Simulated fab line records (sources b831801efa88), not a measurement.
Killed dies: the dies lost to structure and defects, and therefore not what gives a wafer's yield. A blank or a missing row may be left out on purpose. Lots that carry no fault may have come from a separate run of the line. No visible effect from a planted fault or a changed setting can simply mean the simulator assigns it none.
Which of the tools did it? + flow gf180mcu + 13 lots, 39 wafers sampled, at 5 steps of a route of 602

WHAT THE GAUGES SHOWED, per wafer
GF_NWELL_OVL_MEAS_07.
| lot  | measured    | on         | NWELL_OVL (nm) |
|------|-------------|------------|----------------|
| L356 | day 3 17:34 | overlay-01 | -0.9 0.8 -0.8  |
| L357 | day 3 23:29 | overlay-02 | -1.1 -0.2 -0.1 |
| L358 | day 4 04:14 | overlay-01 | 1.2 -0.5 1.6   |
| L360 | day 4 16:10 | overlay-01 | -1.7 -2.7 -1.6 |
| L362 | day 5 02:41 | overlay-01 | 1.4 1.0 1.1    |
| L363 | day 5 08:40 | overlay-02 | -0.5 -0.5 0.0  |
| L365 | day 5 19:19 | overlay-02 | 0.7 -1.0 1.4   |
| L366 | day 5 23:04 | overlay-02 | 1.6 -0.1 1.5   |
| L373 | day 7 14:04 | overlay-01 | -1.1 1.4 2.1   |
| L374 | day 8 02:02 | overlay-01 | -0.1 -0.5 0.7  |
| L375 | day 8 02:22 | overlay-01 | -1.0 -1.2 0.1  |
| L376 | day 8 10:34 | overlay-01 | 0.9 0.7 0.0    |
| L377 | day 8 16:07 | overlay-01 | 0.3 0.7 0.0    |

GF_HV_LDD_CD_MEAS_19: the cd target is 400 nm.
| lot  | measured     | on        | cd_nm (nm)        |
|------|--------------|-----------|-------------------|
| L356 | day 11 09:49 | cd_sem-01 | 399.7 400.1 401.7 |
| L357 | day 11 12:44 | cd_sem-02 | 398.2 397.9 397.6 |
| L358 | day 12 08:55 | cd_sem-02 | 402.4 401.9 400.9 |
| L360 | day 12 23:25 | cd_sem-02 | 399.1 400.6 405.0 |
| L362 | day 13 03:01 | cd_sem-01 | 401.9 399.1 396.9 |
| L363 | day 13 21:40 | cd_sem-02 | 399.6 399.7 400.8 |
| L365 | day 14 09:36 | cd_sem-02 | 394.0 395.4 395.6 |
| L366 | day 14 12:14 | cd_sem-01 | 400.5 400.6 396.4 |
| L373 | day 16 18:23 | cd_sem-01 | 400.9 403.0 403.0 |
| L374 | day 17 10:23 | cd_sem-02 | 405.2 405.6 401.6 |
| L375 | day 17 11:31 | cd_sem-02 | 400.9 399.7 401.5 |
| L376 | day 17 21:58 | cd_sem-01 | 396.7 396.1 396.9 |
| L377 | day 18 03:48 | cd_sem-02 | 402.9 405.4 402.5 |

GF_HV_LDD_OVL_MEAS_20.
| lot  | measured     | on         | HV_LDD_01_OVL (nm) |
|------|--------------|------------|--------------------|
| L356 | day 11 09:56 | overlay-02 | 0.2 2.1 0.2        |
| L357 | day 11 12:49 | overlay-02 | -3.1 -2.0 -4.0     |
| L358 | day 12 09:00 | overlay-02 | -1.4 1.0 -1.0      |
| L360 | day 12 23:32 | overlay-01 | 1.5 -0.4 0.0       |
| L362 | day 13 03:07 | overlay-01 | -1.6 0.2 0.1       |
| L363 | day 13 21:47 | overlay-01 | 1.1 -0.6 0.5       |
| L365 | day 14 09:41 | overlay-02 | -2.0 -4.0 -1.9     |
| L366 | day 14 12:18 | overlay-02 | -3.0 -0.6 -1.7     |
| L373 | day 16 18:29 | overlay-02 | -0.4 -0.6 -1.0     |
| L374 | day 17 10:30 | overlay-01 | -1.5 0.2 -1.1      |
| L375 | day 17 11:38 | overlay-02 | -2.0 -2.2 -2.8     |
| L376 | day 17 22:05 | overlay-01 | 0.3 -3.4 -2.3      |
| L377 | day 18 03:54 | overlay-02 | -0.3 -3.1 0.2      |

GF_HV_LDD_CD_MEAS_31: the cd target is 400 nm.
| lot  | measured     | on        | cd_nm (nm)                          |
|------|--------------|-----------|-------------------------------------|
| L356 | day 12 05:34 | cd_sem-01 | 400.3 399.2 399.9                   |
| L357 | day 12 08:13 | cd_sem-02 | 401.8 401.6 398.4                   |
| L358 | day 13 05:01 | cd_sem-01 | 402.1 400.5 398.4                   |
| L360 | day 13 20:04 | cd_sem-02 | 401.0 400.4 400.5                   |
| L362 | day 13 23:36 | cd_sem-01 | 399.3 400.7 404.2                   |
| L363 | day 14 18:29 | cd_sem-02 | 400.2 398.1 398.7                   |
| L365 | day 15 06:28 | cd_sem-01 | 401.8 401.3 400.4                   |
| L366 | day 15 09:20 | cd_sem-01 | 398.5 397.4 399.3                   |
| L373 | day 17 18:00 | cd_sem-02 | 398.0 397.9 398.9                   |
| L374 | day 18 10:01 | cd_sem-01 | 411.5 410.2 410.3 411.2 410.2 410.8 |
| L375 | day 18 11:24 | cd_sem-01 | 399.0 398.6 400.3                   |
| L376 | day 18 22:26 | cd_sem-01 | 402.9 399.5 401.0                   |
| L377 | day 19 03:46 | cd_sem-02 | 399.0 399.4 399.0                   |

WHAT TOOL EACH LOT RAN ON (gives the tool, then ch and the chambers of the sampled wafers, and finally the start)
| lot  | GF_HV_LDD_DEVELOP_30              |
|------|-----------------------------------|
| L356 | litho_track-02 ch 0, day 12 05:25 |
| L357 | litho_track-02 ch 0, day 12 08:05 |
| L358 | litho_track-03 ch 0, day 13 04:53 |
| L360 | litho_track-04 ch 0, day 13 19:55 |
| L362 | litho_track-02 ch 0, day 13 23:28 |
| L363 | litho_track-03 ch 0, day 14 18:20 |
| L365 | litho_track-03 ch 0, day 15 06:20 |
| L366 | litho_track-04 ch 0, day 15 09:11 |
| L373 | litho_track-03 ch 0, day 17 17:51 |
| L374 | litho_track-04 ch 0, day 18 09:52 |
| L375 | litho_track-02 ch 0, day 18 11:15 |
| L376 | litho_track-03 ch 0, day 18 22:17 |
| L377 | litho_track-02 ch 0, day 19 03:38 |
- GF_HV_LDD_DEVELOP_30: develop time 60 s.

WHAT THE TOOLS THEMSELVES READ (means of the sampled wafers that have a number; where no wafer has one, the mark that the record gives instead)
The record holds no such reading with a usual standard deviation.

THE ANSWER, worked out from the rows above alone
Rule: what is usual is taken from the lots themselves. The widest of any qualifying gaps counts: lots, ordered by their means at a reading, are off when they make up no more than a third of the lots, leave a main group of 4 or more, and stand apart from it by 3 or more times the standard deviation of that group's means. The tables above print the reading to a certain number of digits; a main group whose means all agree to those digits is not used. Also off: a lot with no number at a reading for which 4 or more lots have one. Any other lot the step has rows for is counted as sound. After the gauges, taken in route order, come the tools' own readings; for these a lot's mean is taken, as printed above. At the first step where some lot is off, the reading lying furthest off is the one used; lots without a number count as furthest.
Off, at GF_HV_LDD_CD_MEAS_31 on cd_nm: L374. Main group: mean 399.9 nm, sd 1.1.
If a tool, at a process step before that reading, ran all the lots that are off and no sound lot after the first of them, it fits. Those tools and the gauges at GF_HV_LDD_CD_MEAS_31 are tried in the same way. One candidate fits, namely litho_track-04 at GF_HV_LDD_DEVELOP_30. A fault onset in the window from L366 (day 15 09:11, its last sound lot) to L374 (day 18 09:52, its first lot off) fits.

WHAT WAS PUT IN BY THE SIMULATOR
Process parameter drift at GF_HV_LDD_DEVELOP_30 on litho_track-04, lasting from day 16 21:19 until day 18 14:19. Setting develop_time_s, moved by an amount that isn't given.
Struck lots among those shown: L374. The rule above found the same.
